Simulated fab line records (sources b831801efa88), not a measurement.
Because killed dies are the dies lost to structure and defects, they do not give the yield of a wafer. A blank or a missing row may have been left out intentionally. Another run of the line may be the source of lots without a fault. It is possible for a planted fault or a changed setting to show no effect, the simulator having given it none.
Which tool did it? || flow sky130 || at 1 step of a route of 708, 12 lots with 36 wafers sampled

WHAT THE GAUGES SHOWED, per wafer
SKY_VT_ADJUST_HVTP_CD_MEAS_07: the cd target is 380 nm.
{"lot": "L074", "measured": "day 6 18:10", "on": "cd_sem-02", "cd_nm (nm)": "384.6 382.5 385.2"}
{"lot": "L076", "measured": "day 7 10:13", "on": "cd_sem-02", "cd_nm (nm)": "372.7 371.6 375.1"}
{"lot": "L079", "measured": "day 7 15:59", "on": "cd_sem-01", "cd_nm (nm)": "383.3 384.1 384.0"}
{"lot": "L082", "measured": "day 8 10:49", "on": "cd_sem-02", "cd_nm (nm)": "378.6 375.8 376.7"}
{"lot": "L083", "measured": "day 8 18:13", "on": "cd_sem-01", "cd_nm (nm)": "380.3 383.0 380.7"}
{"lot": "L085", "measured": "day 9 04:26", "on": "cd_sem-01", "cd_nm (nm)": "381.1 381.7 382.4"}
{"lot": "L087", "measured": "day 9 14:44", "on": "cd_sem-02", "cd_nm (nm)": "384.3 382.9 378.9"}
{"lot": "L089", "measured": "day 10 03:21", "on": "cd_sem-01", "cd_nm (nm)": "379.9 378.3 379.5"}
{"lot": "L091", "measured": "day 10 16:58", "on": "cd_sem-01", "cd_nm (nm)": "383.3 384.0 382.7"}
{"lot": "L093", "measured": "day 11 02:56", "on": "cd_sem-01", "cd_nm (nm)": "380.3 378.3 379.2"}
{"lot": "L095", "measured": "day 11 16:21", "on": "cd_sem-02", "cd_nm (nm)": "384.6 383.2 382.9"}
{"lot": "L097", "measured": "day 12 03:37", "on": "cd_sem-01", "cd_nm (nm)": "383.0 382.3 383.3"}

TOOL THAT RAN EACH LOT (tool first, then ch and the chambers of the sampled wafers, then the start)
Before these readings, the record contains no process step.

THE ANSWER, worked out from the rows above alone
Rule: the usual values come from the lots themselves. The widest of any qualifying gaps counts: lots, ordered by their means at a reading, are off when they make up no more than a third of the lots, leave a main group of 4 or more, and stand apart from it by 3 or more times the standard deviation of that group's means. A main group whose means are all the same, to the digits that the tables above print for the reading, isn't used. A lot without any number at a reading at which 4 lots or more have one is off too. The other lots that the step has rows for count as sound.
Nothing can be told from this: no lot is off at any reading shown.

WHAT WAS PUT IN BY THE SIMULATOR
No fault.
